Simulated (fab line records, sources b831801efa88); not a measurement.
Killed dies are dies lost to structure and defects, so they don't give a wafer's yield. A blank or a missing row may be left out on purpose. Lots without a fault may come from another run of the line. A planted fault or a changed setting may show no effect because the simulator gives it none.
Which tool did it? | flow gf180mcu | 6 lots, 18 wafers sampled, at 3 steps of a route of 602

WHAT THE GAUGES READ, wafer by wafer
GF_PSD_RS_MEAS_14: measures by four-point-probe.
lot  | measured     | on            | NSD_RS (ohm/sq)
L825 | day 14 22:14 | film_metro-03 | 46.10 46.19 46.16
L830 | day 16 16:40 | film_metro-04 | 42.01 41.97 41.98
L832 | day 17 06:28 | film_metro-03 | 41.86 41.87 41.82
L839 | day 19 23:32 | film_metro-02 | 46.05 46.01 46.11
L842 | day 21 06:46 | film_metro-03 | 46.03 46.08 46.14
L846 | day 22 04:47 | film_metro-03 | 46.22 46.14 46.19

WHICH TOOL RAN EACH LOT (tool, then ch and the chambers of the sampled wafers, then the start)
lot  | GF_DUAL_GATE_STRIP_13                | GF_PSD_RTA_13
L825 | plasma_asher-01 ch 0,1, day 8 22:36  | rtp_anneal-02 ch 0, day 14 22:09
L830 | plasma_asher-01 ch 0,1, day 10 09:00 | rtp_anneal-02 ch 0, day 16 16:35
L832 | plasma_asher-01 ch 0,1, day 10 22:27 | rtp_anneal-02 ch 0, day 17 06:23
L839 | plasma_asher-02 ch 0, day 12 20:25   | rtp_anneal-02 ch 0, day 19 23:27
L842 | plasma_asher-03 ch 0,1, day 13 20:08 | rtp_anneal-02 ch 0, day 21 06:41
L846 | plasma_asher-01 ch 0,1, day 14 22:49 | rtp_anneal-01 ch 0, day 22 04:41
- GF_DUAL_GATE_STRIP_13: strips in O2/N2.
- GF_PSD_RTA_13: time 20 s.

THE ANSWER, worked out from the rows above alone
Rule: what is usual is taken from the lots themselves. Put in order of their means at a reading, lots are off if they are a third of the lots or fewer, leave a main group of 4 or more, and stand apart from it by a gap of 3 or more times the standard deviation of the main group's means; of several such gaps the widest counts. A main group whose means are all the same, to the digits that the tables above print for the reading, isn't used. A lot without any number at a reading at which 4 lots or more have one is off too. The other lots that the step has rows for count as sound.
Off: L830, L832, at GF_PSD_RS_MEAS_14 (NSD_RS). The main group: mean 46.12 ohm/sq, standard deviation 0.051.
A tool fits if, at a process step before that reading, it ran every lot that is off, and no sound lot after the first of them. The gauges at GF_PSD_RS_MEAS_14 are tried like those tools. None of those tried fits.

WHAT THE SIMULATOR HAD PUT IN
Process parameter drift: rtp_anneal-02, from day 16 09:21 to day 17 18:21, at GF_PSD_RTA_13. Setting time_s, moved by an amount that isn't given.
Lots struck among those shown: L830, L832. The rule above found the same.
